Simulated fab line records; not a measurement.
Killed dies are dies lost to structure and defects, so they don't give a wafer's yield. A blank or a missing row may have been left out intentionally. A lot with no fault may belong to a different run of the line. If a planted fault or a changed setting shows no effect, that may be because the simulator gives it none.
Which tool did it? / flow sky130 / Sampling: 14 lots, 42 wafers, 3 of 708 route steps

== WHAT THE GAUGES READ, wafer by wafer ==
The record holds no reading of a measuring or inspecting step that can be judged against a usual standard deviation.

== TOOL THAT RAN EACH LOT (tool first, then ch and the chambers of the sampled wafers, then the start) ==
lot=L728; SKY_VIA4_ETCH_12=rie-diel-02 ch 1,2, day 43 17:32; SKY_VIA4_CVD_18=cvd-w-01 ch 0,1, day 43 18:17; SKY_METAL5_SPUTTER_01=pvd-sputter-02, day 43 18:56
lot=L730; SKY_VIA4_ETCH_12=rie-diel-04 ch 1,2,3, day 43 22:56; SKY_VIA4_CVD_18=cvd-w-02 ch 0,1, day 43 23:42; SKY_METAL5_SPUTTER_01=pvd-sputter-01, day 44 00:21
lot=L731; SKY_VIA4_ETCH_12=rie-diel-02 ch 1,2, day 43 23:14; SKY_VIA4_CVD_18=cvd-w-01 ch 0,1, day 44 00:02; SKY_METAL5_SPUTTER_01=pvd-sputter-03, day 44 00:42
lot=L732; SKY_VIA4_ETCH_12=rie-diel-04 ch 0,1,2, day 44 02:47; SKY_VIA4_CVD_18=cvd-w-01 ch 0,1, day 44 03:31; SKY_METAL5_SPUTTER_01=pvd-sputter-03, day 44 04:10
lot=L733; SKY_VIA4_ETCH_12=rie-diel-01 ch 0,1,2, day 44 03:14; SKY_VIA4_CVD_18=cvd-w-02 ch 0,1, day 44 03:59; SKY_METAL5_SPUTTER_01=pvd-sputter-01, day 44 04:38
lot=L735; SKY_VIA4_ETCH_12=rie-diel-02 ch 0,2,3, day 44 21:14; SKY_VIA4_CVD_18=cvd-w-01 ch 0,1, day 44 21:58; SKY_METAL5_SPUTTER_01=pvd-sputter-03, day 44 22:37
lot=L736; SKY_VIA4_ETCH_12=rie-diel-04 ch 1,3, day 45 00:41; SKY_VIA4_CVD_18=cvd-w-01 ch 0,1, day 45 01:25; SKY_METAL5_SPUTTER_01=pvd-sputter-02, day 45 02:04
lot=L737; SKY_VIA4_ETCH_12=rie-diel-02 ch 0,2,3, day 45 03:38; SKY_VIA4_CVD_18=cvd-w-01 ch 0,1, day 45 04:22; SKY_METAL5_SPUTTER_01=pvd-sputter-02, day 45 05:01
lot=L741; SKY_VIA4_ETCH_12=rie-diel-02 ch 0,1,3, day 46 01:56; SKY_VIA4_CVD_18=cvd-w-01 ch 0,1, day 46 02:40; SKY_METAL5_SPUTTER_01=pvd-sputter-02, day 46 03:19
lot=L742; SKY_VIA4_ETCH_12=rie-diel-01 ch 2,3, day 46 05:59; SKY_VIA4_CVD_18=cvd-w-02 ch 0,1, day 46 06:47; SKY_METAL5_SPUTTER_01=pvd-sputter-02, day 46 08:35
lot=L743; SKY_VIA4_ETCH_12=rie-diel-02 ch 2,3, day 46 11:56; SKY_VIA4_CVD_18=cvd-w-01 ch 0,1, day 46 12:43; SKY_METAL5_SPUTTER_01=pvd-sputter-03, day 46 13:19
lot=L744; SKY_VIA4_ETCH_12=rie-diel-02 ch 0,2,3, day 47 04:20; SKY_VIA4_CVD_18=cvd-w-02 ch 0,1, day 47 05:06; SKY_METAL5_SPUTTER_01=pvd-sputter-01, day 47 05:54
lot=L749; SKY_VIA4_ETCH_12=rie-diel-04 ch 0,3, day 48 03:14; SKY_VIA4_CVD_18=cvd-w-02 ch 0,1, day 48 04:06; SKY_METAL5_SPUTTER_01=pvd-sputter-02, day 48 04:46
lot=L750; SKY_VIA4_ETCH_12=rie-diel-04 ch 1,2,3, day 48 05:47; SKY_VIA4_CVD_18=cvd-w-01 ch 0,1, day 48 06:31; SKY_METAL5_SPUTTER_01=pvd-sputter-03, day 48 07:10
- SKY_VIA4_ETCH_12: etches SiO2 in C4F8/O2/Ar, stops on TiN, target depth 580 nm.
- SKY_VIA4_CVD_18: deposits W, target thk 505 nm, time 152.14 s.
- SKY_METAL5_SPUTTER_01: material TiN, target thk 20 nm, time 16.7 s.

== WHAT THE TOOLS THEMSELVES READ (means of the sampled wafers that have a number; where no wafer has one, the mark that the record gives instead) ==
SKY_VIA4_ETCH_12.
lot=L728; tool=rie-diel-02; oes-product-au (a.u.)=0.930
lot=L730; tool=rie-diel-04; oes-product-au (a.u.)=0.920
lot=L731; tool=rie-diel-02; oes-product-au (a.u.)=0.925
lot=L732; tool=rie-diel-04; oes-product-au (a.u.)=0.926
lot=L733; tool=rie-diel-01; oes-product-au (a.u.)=0.926
lot=L735; tool=rie-diel-02; oes-product-au (a.u.)=0.928
lot=L736; tool=rie-diel-04; oes-product-au (a.u.)=0.919
lot=L737; tool=rie-diel-02; oes-product-au (a.u.)=0.926
lot=L741; tool=rie-diel-02; oes-product-au (a.u.)=0.923
lot=L742; tool=rie-diel-01; oes-product-au (a.u.)=0.926
lot=L743; tool=rie-diel-02; oes-product-au (a.u.)=0.923
lot=L744; tool=rie-diel-02; oes-product-au (a.u.)=0.930
lot=L749; tool=rie-diel-04; oes-product-au (a.u.)=0.930
lot=L750; tool=rie-diel-04; oes-product-au (a.u.)=0.921

SKY_VIA4_CVD_18.
lot=L728; tool=cvd-w-01; heater-power-w (W)=904
lot=L730; tool=cvd-w-02; heater-power-w (W)=834
lot=L731; tool=cvd-w-01; heater-power-w (W)=893
lot=L732; tool=cvd-w-01; heater-power-w (W)=885
lot=L733; tool=cvd-w-02; heater-power-w (W)=836
lot=L735; tool=cvd-w-01; heater-power-w (W)=910
lot=L736; tool=cvd-w-01; heater-power-w (W)=908
lot=L737; tool=cvd-w-01; heater-power-w (W)=902
lot=L741; tool=cvd-w-01; heater-power-w (W)=900
lot=L742; tool=cvd-w-02; heater-power-w (W)=808
lot=L743; tool=cvd-w-01; heater-power-w (W)=904
lot=L744; tool=cvd-w-02; heater-power-w (W)=848
lot=L749; tool=cvd-w-02; heater-power-w (W)=837
lot=L750; tool=cvd-w-01; heater-power-w (W)=911

SKY_METAL5_SPUTTER_01.
lot=L728; tool=pvd-sputter-02; cathode-dc-power-W (W)=6500.5; chamber-pressure-pa (Pa)=0.4000; throttle-valve-pct (%)=29.5
lot=L730; tool=pvd-sputter-01; cathode-dc-power-W (W)=6500.4; chamber-pressure-pa (Pa)=0.4002; throttle-valve-pct (%)=30.4
lot=L731; tool=pvd-sputter-03; cathode-dc-power-W (W)=6499.8; chamber-pressure-pa (Pa)=0.4003; throttle-valve-pct (%)=30.0
lot=L732; tool=pvd-sputter-03; cathode-dc-power-W (W)=6499.8; chamber-pressure-pa (Pa)=0.3994; throttle-valve-pct (%)=30.3
lot=L733; tool=pvd-sputter-01; cathode-dc-power-W (W)=6500.5; chamber-pressure-pa (Pa)=0.3991; throttle-valve-pct (%)=30.6
lot=L735; tool=pvd-sputter-03; cathode-dc-power-W (W)=6501.5; chamber-pressure-pa (Pa)=0.3997; throttle-valve-pct (%)=30.2
lot=L736; tool=pvd-sputter-02; cathode-dc-power-W (W)=-; chamber-pressure-pa (Pa)=-; throttle-valve-pct (%)=-
lot=L737; tool=pvd-sputter-02; cathode-dc-power-W (W)=-; chamber-pressure-pa (Pa)=-; throttle-valve-pct (%)=-
lot=L741; tool=pvd-sputter-02; cathode-dc-power-W (W)=6500.8; chamber-pressure-pa (Pa)=0.4000; throttle-valve-pct (%)=29.7
lot=L742; tool=pvd-sputter-02; cathode-dc-power-W (W)=6499.3; chamber-pressure-pa (Pa)=0.3993; throttle-valve-pct (%)=30.1
lot=L743; tool=pvd-sputter-03; cathode-dc-power-W (W)=6499.8; chamber-pressure-pa (Pa)=0.4003; throttle-valve-pct (%)=30.7
lot=L744; tool=pvd-sputter-01; cathode-dc-power-W (W)=6501.1; chamber-pressure-pa (Pa)=0.4005; throttle-valve-pct (%)=30.4
lot=L749; tool=pvd-sputter-02; cathode-dc-power-W (W)=6500.5; chamber-pressure-pa (Pa)=0.4002; throttle-valve-pct (%)=29.6
lot=L750; tool=pvd-sputter-03; cathode-dc-power-W (W)=6499.5; chamber-pressure-pa (Pa)=0.4004; throttle-valve-pct (%)=29.5

== THE ANSWER, worked out from the rows above alone ==
Rule: what is usual is taken from the lots themselves. The widest of any qualifying gaps counts: lots, ordered by their means at a reading, are off when they make up no more than a third of the lots, leave a main group of 4 or more, and stand apart from it by 3 or more times the standard deviation of that group's means. A main group whose means are all the same, to the digits that the tables above print for the reading, isn't used. Also off: a lot with no number at a reading for which 4 or more lots have one. All remaining lots with rows at the step are treated as sound. First the gauges in route order, then the tools' own readings, where a lot's mean is used as printed above. The first step at which some lot is off is used, and at that step the reading that is off furthest; a lot without a number counts as furthest.
Off: L736, L737 (SKY_METAL5_SPUTTER_01, cathode-dc-power-W). Without a number there: L736, L737. Mean 6500.3 W and standard deviation 0.64 in the main group.
If a tool, at that step or one of the process steps before it, ran each lot that is off and ran no sound lot following the first of them, it fits. None of those tried fits.

== WHAT THE SIMULATOR HAD PUT IN ==
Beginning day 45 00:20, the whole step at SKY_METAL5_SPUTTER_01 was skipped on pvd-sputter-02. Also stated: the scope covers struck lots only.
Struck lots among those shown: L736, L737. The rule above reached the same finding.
